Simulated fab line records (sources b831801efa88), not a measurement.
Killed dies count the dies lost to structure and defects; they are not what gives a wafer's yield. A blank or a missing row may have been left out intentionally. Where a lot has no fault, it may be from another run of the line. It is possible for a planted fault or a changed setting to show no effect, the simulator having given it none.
Problem report, 8D (eight disciplines) form, completed by code + flow gf180mcu + the parts of the form that need people (team, actions taken, sign-off) are left out

1. WHAT IS WRONG
Mean of run-length-s at GF_VT_IMPLANT_DEHYDRATE_33: 103.74 s across 3 wafers in 3 lots; on wafers with no fault it is 89.22 s (standard deviation 0.19). That puts it +76 standard deviations away from the usual mean.
The step: time 60 s.
First seen on wafer L883.5, day 10 04:49, on litho-track-04. Wafers with a number at this step in the record: 42, from 15 lots. Rule for "out" (also "out of limits"): further than 4 standard deviations from the usual mean. The other wafers with a number count as sound.

2. WHAT IT IS, AND WHAT IT ISN'T
| question                    | is                     | is not                                                                                                   |
|-----------------------------|------------------------|----------------------------------------------------------------------------------------------------------|
| which readings at this step | run-length-s           | plate-temp-C                                                                                             |
| which lots                  | L883, L884, L885       | L872, L873, L874, L875, L876, L877, L879, L890, L891, L892, L894, L895                                   |
| which wafers of those lots  | L883.5, L884.3, L885.3 | L883.2, L884.6, L885.2                                                                                   |
| read on which tools         | litho-track-04         | litho-track-01, litho-track-02                                                                           |
| when                        | from day 10 04:49      | up to then (22 sound wafers); but 17 sound wafers of L884, L885, L890, L891, L892, L894, L895 came after |

3. SUSPECTS, AND WHAT RULES EACH OUT
Counting: a tool at a process step up to the reading stays a suspect if it ran every lot that is out. Sound lots after the first of them don't rule it out here, since some wafers of a struck lot are sound.
- litho-track-04 at GF_VT_IMPLANT_DEHYDRATE_33 (time 60 s): kept. Every lot that is out went through it, the first being L883 (day 10 04:49); the last sound lot it ran before that was L875 (day 8 01:28). On those wafers its own readings are out: run-length-s.
Left after counting: litho-track-04 at GF_VT_IMPLANT_DEHYDRATE_33.

4. THE CAUSE (what the simulator had put in)
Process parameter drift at GF_VT_IMPLANT_DEHYDRATE_33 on litho-track-04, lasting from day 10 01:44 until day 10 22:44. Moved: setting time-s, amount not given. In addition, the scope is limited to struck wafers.
After counting, this tool was the only one left.

5. THE CHAIN OF EFFECTS, in route order
Each row: a reading where the mean over the struck wafers with a number is more than 3 standard deviations away from the usual. Scope: only readings with a usual standard deviation given in the record; hours: median across lots of the time from each lot's start at the first step in this table that gives one to its start at this step; sigmas: change in usual standard deviations.
| hours | step                       | reading      | usual   | on struck wafers | change | sigmas |
|-------|----------------------------|--------------|---------|------------------|--------|--------|
| 0     | GF_VT_IMPLANT_DEHYDRATE_33 | run-length-s | 89.22 s | 103.74           | +14.52 | +76    |
Its process steps:
- GF_VT_IMPLANT_DEHYDRATE_33: time 60 s.
Later measuring or inspecting steps at which every struck wafer that the step has a row for has a number for every such reading, and none has moved that far: GF_DUAL_GATE_OVL_MEAS_11.

6. HOW IT WOULD HAVE BEEN CAUGHT EARLIER
First out-of-limits reading in this record: day 10 04:49, which is 3 hours after fault onset at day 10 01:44.
